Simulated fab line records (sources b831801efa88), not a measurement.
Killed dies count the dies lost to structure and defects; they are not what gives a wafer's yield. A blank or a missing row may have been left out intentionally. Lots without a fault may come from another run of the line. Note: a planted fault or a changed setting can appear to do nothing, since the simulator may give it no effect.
fab line records | flow sfq_line
[record] lots = 13 wafers = 39 last_day = 89
route steps=325 shown M3@119
lots with no fault: from the same line, run without faults
start_h: start of the lot's first displayed wafer, in hours after the record's first day | wait_h: hours since the lot's step before | " repeats the value in the row above | L1.1+2: a row that stands for several wafers | - no value, or no start was given | * or withheld: withheld | < > ~ a bound
route shown NAME@n: names a module that has steps shown in the file, with the first one's number in the route | usual: mean and standard deviation over wafers with no fault | same: alike in all rows | chamber/n: place in a boat | sites: readings site by site | _std_site: the values' standard deviation | _edge_site: the outer-site mean with the inner-site mean subtracted | radius_mm: how far each site lies from the wafer's centre | mask NAME#n: copy n | behind: the most recent tool/chamber to have shaped the wafer | hold: what put the lot on hold/how long, in hours/how the hold closed | device: whichever transistor did not switch (one of n, p or np) | end of line: tests run on the same wafers once the route is complete | a step given without rows: its recipe and nothing more | killed: dies that structure and defects cost at the first sort, which is not the same as the wafer's yield | map: a wafer's dies, x killed, . not, _ none there
set.NAME: the setting as run; set.NAME@STEP: as run at that earlier step | model.NAME: the simulator's own value behind a step, which no gauge read
the route's steps for a sample of lots (tables are steps, rows are wafers)
services: a tool's chamber out of use, with start hour (start_h, from the record's first day; less than 0 if before it), hours out, and reason
[[steps]]
[step SFQ_TRILAYER_M3_DEP_SPUTTER_073]
[recipe] material = Nb base_pressure_pa = 1.33e-06 chamber_pressure_pa = 0.1333 substrate_temp_c = 20 resputter_cathode_voltage_v = 400 target_thk_nm = 200 power_w = 2000 time_s = 133.3
[usual] cathode_dc_power_W = 2000.0/0.35 throttle_valve_pct = 29.2/1.1
// columns lot.wafer tool chamber start_h wait_h cathode_dc_power_W throttle_valve_pct
L585.1 pvd_sputter-04 - 526.23 0.0 2000.0 29.2
L585.2 " - " " 1999.7 28.5
L585.6 " - " " 2000.0 30.1
L586.1 pvd_sputter-03 - 537.03 0.0 2000.3 28.5
L586.4 " - " " 2000.1 29.5
L586.5 " - " " 2000.1 32.3
L588.1 pvd_sputter-06 - 555.03 0.0 1999.9 29.2
L588.5 " - " " 2000.3 28.8
L588.6 " - " " 2000.1 28.2
L590.1 pvd_sputter-03 - 587.54 0.0 2000.1 28.4
L590.3 " - " " 2000.2 29.2
L590.4 " - " " 2000.3 32.1
L591.1 pvd_sputter-04 - 600.73 0.0 1999.6 30.2
L591.2 " - " " 1999.8 29.4
L591.4 " - " " 2000.2 28.7
L592.4 pvd_sputter-03 - 606.81 0.0 2000.1 29.6
L592.5 " - " " 2000.2 29.3
L592.6 " - " " 2000.0 28.3
L595.1 pvd_sputter-04 - 634.33 0.0 2000.1 29.1
L595.4 " - " " 2000.2 30.2
L595.5 " - " " 1999.6 28.9
L596.2 pvd_sputter-06 - 653.03 0.0 2000.1 29.7
L596.4 " - " " 1999.8 29.8
L596.6 " - " " 2000.2 29.9
L598.1 pvd_sputter-04 - 669.63 0.0 1999.8 30.4
L598.2 " - " " 1999.9 27.6
L598.4 " - " " 1999.7 29.3
L605.1 pvd_sputter-03 - 742.85 0.0 2000.2 29.6
L605.2 " - " " 2000.3 28.6
L605.5 " - " " 2000.4 29.2
L606.1 pvd_sputter-04 - 746.43 0.0 1999.7 27.7
L606.3 " - " " 2000.6 30.1
L606.6 " - " " 1999.8 29.2
L607.1 pvd_sputter-04 - 764.26 0.0 2000.1 30.1
L607.3 " - " " 1999.0 27.6
L607.4 " - " " 1999.8 28.6
L608.2 pvd_sputter-04 - 770.26 0.0 2000.4 28.8
L608.4 " - " " 2000.4 30.1
L608.5 " - " " 1999.6 27.5
[step SFQ_M3_RS_MEAS_919]
[recipe] thk_meas_gauge = four-point-probe reads = Nb_of_TRILAYER_M3_DEP_SPUTTER_073
[usual] M3_NB_RS = 0.888/0.0091
// columns lot.wafer tool chamber start_h wait_h M3_NB_RS[ohm/sq]
L585.1 film_metro-01 - 526.32 0.0 0.892
L585.2 " - " " 0.880
L585.6 " - " " 0.894
L586.1 film_metro-01 - 537.12 0.0 0.900
L586.4 " - " " 0.884
L586.5 " - " " 0.899
L588.1 film_metro-02 - 555.12 0.0 0.888
L588.5 " - " " 0.899
L588.6 " - " " 0.893
L590.1 film_metro-01 - 587.63 0.0 0.892
L590.3 " - " " 0.893
L590.4 " - " " 0.884
L591.1 film_metro-04 - 600.82 0.0 0.886
L591.2 " - " " 0.873
L591.4 " - " " 0.879
L592.4 film_metro-04 - 606.91 0.1 0.892
L592.5 " - " " 0.886
L592.6 " - " " 0.892
L595.1 film_metro-01 - 634.42 0.0 0.877
L595.4 " - " " 0.887
L595.5 " - " " 0.877
L596.2 film_metro-01 - 653.15 0.1 0.877
L596.4 " - " " 0.876
L596.6 " - " " 0.875
L598.1 film_metro-04 - 669.73 0.0 0.910
L598.2 " - " " 0.901
L598.4 " - " " 0.891
L605.1 film_metro-02 - 742.94 0.0 0.894
L605.2 " - " " 0.899
L605.5 " - " " 0.591
L606.1 film_metro-04 - 746.53 0.0 0.876
L606.3 " - " " 0.891
L606.6 " - " " 0.886
L607.1 film_metro-01 - 764.35 0.0 0.901
L607.3 " - " " 0.896
L607.4 " - " " 0.904
L608.2 film_metro-02 - 770.37 0.1 0.882
L608.4 " - " " 0.890
L608.5 " - " " 0.882
[step SFQ_TRILAYER_M3_ETCH_METAL_ETCH_078]
[recipe] target = Nb stop_on = SiO2 mask_material = PR chemistry = Cl2/Ar target_depth_nm = 240 icp_w = 600 bias_w = 80 pressure_mtorr = 10 time_s = 120
[usual] drypump_motor_current_A = 5.53/0.13 oes_product_au = 0.895/0.0066
// columns lot.wafer tool chamber start_h wait_h drypump_motor_current_A oes_product_au rf_hours_counter_h
L585.1 rie_metal-04 0 672.34 0.0 5.59 0.893 58
L585.2 " 1 " " 5.56 0.902 169
L585.6 " 1 " " 5.55 0.888 -
L586.1 rie_metal-03 0 681.94 0.0 5.16 0.892 25
L586.4 " 0 " " 5.16 0.902 -
L586.5 " 0 " " 5.12 0.889 -
L588.1 rie_metal-01 0 697.56 0.1 5.39 0.896 24
L588.5 " 0 " " 5.40 0.896 -
L588.6 " 1 " " 5.57 0.891 -
L590.1 rie_metal-04 0 730.00 0.1 5.60 0.894 71
L590.3 " 0 " " 5.59 0.890 -
L590.4 " 0 " " 5.58 0.896 -
L591.1 rie_metal-04 0 739.60 0.1 5.59 0.894 74
L591.2 " 0 " " 5.58 0.895 -
L591.4 " 0 " " 5.59 0.902 -
L592.4 rie_metal-04 1 750.38 0.1 5.57 0.888 -
L592.5 " 1 " " 5.57 0.904 -
L592.6 " 0 " " 5.55 0.885 -
L595.1 rie_metal-04 0 780.16 0.0 5.60 0.895 80
L595.4 " 0 " " 5.60 0.898 -
L595.5 " 0 " " 5.60 0.909 -
L596.2 rie_metal-01 1 797.07 0.1 5.57 0.901 -
L596.4 " 1 " " 5.60 0.907 -
L596.6 " 1 " " 5.55 0.898 -
L598.1 rie_metal-04 0 812.57 0.0 5.58 0.889 84
L598.2 " 1 " " 5.53 0.880 10
L598.4 " 1 " " 5.54 0.889 -
L605.1 rie_metal-01 0 885.92 0.0 5.36 0.886 47
L605.2 " 1 " " 5.59 0.885 5
L605.5 " 1 " " 5.57 1.003 -
L606.1 rie_metal-01 0 889.52 0.0 5.40 0.897 48
L606.3 " 1 " " 5.54 0.899 -
L606.6 " 1 " " 5.51 0.900 -
L607.1 rie_metal-03 0 905.12 0.0 5.17 0.891 56
L607.3 " 0 " " 5.17 0.898 -
L607.4 " 1 " " 5.82 0.881 -
L608.2 rie_metal-01 0 913.52 0.0 5.41 0.897 50
L608.4 " 1 " " 5.55 0.893 -
L608.5 " 0 " " 5.42 0.900 -
[[services]]
// columns tool chamber start_h hours kind
pvd_sputter-06 - 521.94 3.2 repair
pvd_sputter-06 - 532.75 9.1 repair
rie_metal-01 0 535.63 - clean
rie_metal-01 0 535.63 17.8 scheduled_down
rie_metal-01 0 535.63 17.8 vent_cycle
rie_metal-01 1 549.42 3.4 repair
rie_metal-04 1 580.87 3.0 repair
rie_metal-01 0 638.84 27.9 repair
pvd_sputter-03 - 674.29 1.1 repair
pvd_sputter-04 - 686.70 1.3 repair
rie_metal-04 1 696.67 2.3 repair
pvd_sputter-06 - 710.72 1.0 repair
rie_metal-04 1 721.36 - clean
rie_metal-04 1 721.36 20.5 scheduled_down
rie_metal-04 1 721.36 20.5 vent_cycle
pvd_sputter-04 - 751.97 6.2 repair
rie_metal-01 0 760.54 50.6 repair
pvd_sputter-04 - 783.02 21.9 repair
rie_metal-04 1 814.30 2.7 repair
rie_metal-01 1 821.15 - clean
pvd_sputter-06 - 834.13 1.4 repair
pvd_sputter-03 - 877.28 5.4 repair
pvd_sputter-04 - 898.26 2.9 repair
rie_metal-04 0 905.50 7.5 repair
[[key]]
[first_sign] step = SFQ_M3_RS_MEAS_919 reading = M3_NB_RS direction = down sigmas = 32 usual = 0.888 struck = 0.591
[effect] step = SFQ_TRILAYER_M3_ETCH_METAL_ETCH_078 reading = oes_product_au direction = up sigmas = 16 usual = 0.895 struck = 1.003
met_at SFQ_TRILAYER_M3_DEP_SPUTTER_073
struck_lots L605
struck_wafers L605.5
onset_between 606.81 742.85
[fault] kind = process_parameter_drift tool = pvd_sputter-03 chamber = - onset_h = 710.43 steps = SFQ_TRILAYER_M3_DEP_SPUTTER_073 channel = target_thk_nm offset = 102.78 shape = step end_h = 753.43 acts_in = these_recipes_only stated = 200 scope = struck_wafers_only
